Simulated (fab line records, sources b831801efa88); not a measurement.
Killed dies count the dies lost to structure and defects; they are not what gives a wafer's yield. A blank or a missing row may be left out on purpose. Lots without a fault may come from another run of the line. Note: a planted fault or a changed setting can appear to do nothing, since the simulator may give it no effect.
Struck lot and sound lot, side by side + flow sfq-line + 13 steps out of a route of 325
Sound: the wafers L846.4, L846.5, L846.6. The struck wafers were L854.1, L854.3, L854.5. The cause is named last.
Each step with rows lists, per side, the tool, then ch with its chambers, then its first start. Under that, the readings that differ: sound wafers + struck wafers + difference of the means + sigmas: that difference in standard deviations of wafers without a fault.
alike: readings with means less than 2 such deviations apart, plus words and numbers identical on both sides. not compared: withheld readings, readings lacking a value on some wafer, bounds such as >300 that could conceal the same value, and numbers that have no deviation in the record and whose values overlap.
The two part at a step that has a row with sigmas, a row that says differs or no value, or rows on one side only. Numbers that have no deviation but don't overlap get no sigmas and don't part them. Lack of a reading on every wafer of one side parts them only where that side has two or more wafers.

first, 1 step without rows for these wafers: SFQ_TRILAYER_M7_DEP_PRE_CLEAN_176 (time 22.5 s).
SFQ_TRILAYER_M7_DEP_SPUTTER_175: material Nb, target thk 200 nm, time 133.3 s.
  struck on pvd-sputter-05, day 67 12:04; sound on pvd-sputter-05, day 65 07:43
  alike: base-pressure-pa, throttle-valve-pct
SFQ_M7_RS_MEAS_943: measurement is done with a four-point probe.
  struck on film-metro-02, day 67 12:10; sound on film-metro-02, day 65 07:52
  alike: M7_NB_RS
then, 6 steps without rows for these wafers: SFQ_TRILAYER_M7_LITHO_COAT_182 (resist thk 62 nm); SFQ_TRILAYER_M7_LITHO_COAT_177 (resist thk 600 nm); SFQ_TRILAYER_M7_LITHO_SOFTBAKE_181; SFQ_TRILAYER_M7_LITHO_EXPOSE_178 (exposes mask M7, target cd 500 nm); SFQ_TRILAYER_M7_LITHO_PEB_180 (peb time 60 s); SFQ_TRILAYER_M7_LITHO_DEVELOP_179 (time 60 s).
SFQ_M7_OVL_MEAS_945:
  struck on overlay-02, day 68 15:35; sound on overlay-01, day 66 18:48
  alike: M7_OVL
SFQ_TRILAYER_M7_BARC_OPEN_METAL_ETCH_229: etches BARC in O2, target depth 125 nm, time 41.7 s.
  sound on rie-metal-02 ch 0,1, day 66 18:50; struck on rie-metal-02 ch 0,1, day 68 15:38
  alike: bias-w, drypump-motor-current-A, oes-product-au, rf-fwd-power-W
  not compared: rf-hours-counter-h
SFQ_TRILAYER_M7_ETCH_METAL_ETCH_180: etches Nb in Cl2/Ar, stops on SiO2, target depth 240 nm, time 120 s.
  sound on rie-metal-02 ch 0,1, day 66 18:55; struck on rie-metal-02 ch 0,1, day 68 15:41
| reading                                             | sound             | struck            | difference | sigmas |
|-----------------------------------------------------|-------------------|-------------------|------------|--------|
| bias-w (W)                                          | 79.81 79.77 79.98 | 90.45 90.58 90.40 | +10.62     | +48    |
| model.KrF_of_TRILAYER_M7_LITHO_COAT_177.thk-nm (nm) | 382.4 381.6 381.9 | 376.8 373.2 373.5 | -7.5       |        |
  alike: drypump-motor-current-A, oes-product-au, rf-fwd-power-W
  not compared: rf-hours-counter-h, model.SiO2_of_TRILAYER_I6_DEP_PECVD_165.thk-nm
SFQ_TRILAYER_M7_STRIP_STRIP_181: strips in O2.
  sound on rie-metal-02 ch 0,1, day 66 19:12; struck on rie-metal-02 ch 0,1, day 68 15:49
  alike: drypump-motor-current-A, oes-product-au
  not compared: rf-hours-counter-h

WHERE THEY PART
Within this record, at SFQ_TRILAYER_M7_ETCH_METAL_ETCH_180 only. Later steps at which nothing parts them and some readings are alike: SFQ_TRILAYER_M7_STRIP_STRIP_181.

WHY: what the simulator had put in
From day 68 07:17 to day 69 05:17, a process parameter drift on rie-metal-02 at SFQ_TRILAYER_M7_ETCH_METAL_ETCH_180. From 80, the setting bias-w moved by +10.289. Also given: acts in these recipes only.
